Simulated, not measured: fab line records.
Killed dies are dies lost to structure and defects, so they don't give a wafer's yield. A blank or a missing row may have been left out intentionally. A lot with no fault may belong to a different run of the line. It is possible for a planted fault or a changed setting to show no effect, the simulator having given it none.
Chamber matching | flow gf180mcu | pecvd-04 running GF_V4_CVD_02: 3 sister chambers
The step deposits SiO2 from TEOS, target thk 850 nm, time 94.851 s. 6 wafers are shown with their chamber, then 7 later ones without.

WAFERS PAIRED WITH THEIR CHAMBERS
wafer  | chamber | heater-power-w (W) | heater-power-outer-w (W)
L081.1 | 1       | 571                | 329
L087.6 | 2       | 837                | 494
L088.1 | 2       | 664                | 363
L088.6 | 0       | 745                | 446
L089.1 | 0       | 856                | 514
L089.4 | 1       | 623                | 386

WAFERS WITHOUT THEIR CHAMBER
wafer  | heater-power-w (W) | heater-power-outer-w (W)
L089.6 | 667                | 399
L093.2 | 646                | 414
L093.4 | 687                | 421
L093.5 | 774                | 460
L095.1 | 597                | 339
L095.4 | 641                | 380
L095.5 | 650                | 376

EACH ONE'S CHAMBER
wafer  | from the rows above          | in truth
L089.6 | can't be placed: 1 or 2 or 0 | 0
L093.2 | can't be placed: 1 or 2 or 0 | 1
L093.4 | can't be placed: 2 or 1 or 0 | 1
L093.5 | can't be placed: 0 or 2      | 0
L095.1 | can't be placed: 1 or 2      | 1
L095.4 | can't be placed: 1 or 2 or 0 | 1
L095.5 | can't be placed: 1 or 2 or 0 | 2
Placed correctly: 0 of 7. Can't be placed from these rows: 7 (the true chamber is among the candidates in 7). Wrongly placed: 0.
How it was worked out, from the rows above alone: a wafer's distance from a chamber is the root of the sum, over the readings, of the square of ((its reading less the chamber's mean) divided by the reading's scatter). If the next closest chamber is less than 2 further off than the closest, the wafer can't be placed; otherwise it belongs to the closest. For every chamber, the mean is computed from those of its wafers that are shown. How the scatter is found: for the shown wafers, subtract from each reading the mean of its chamber, square and add these, divide the total by (wafers less chambers), then take the root.
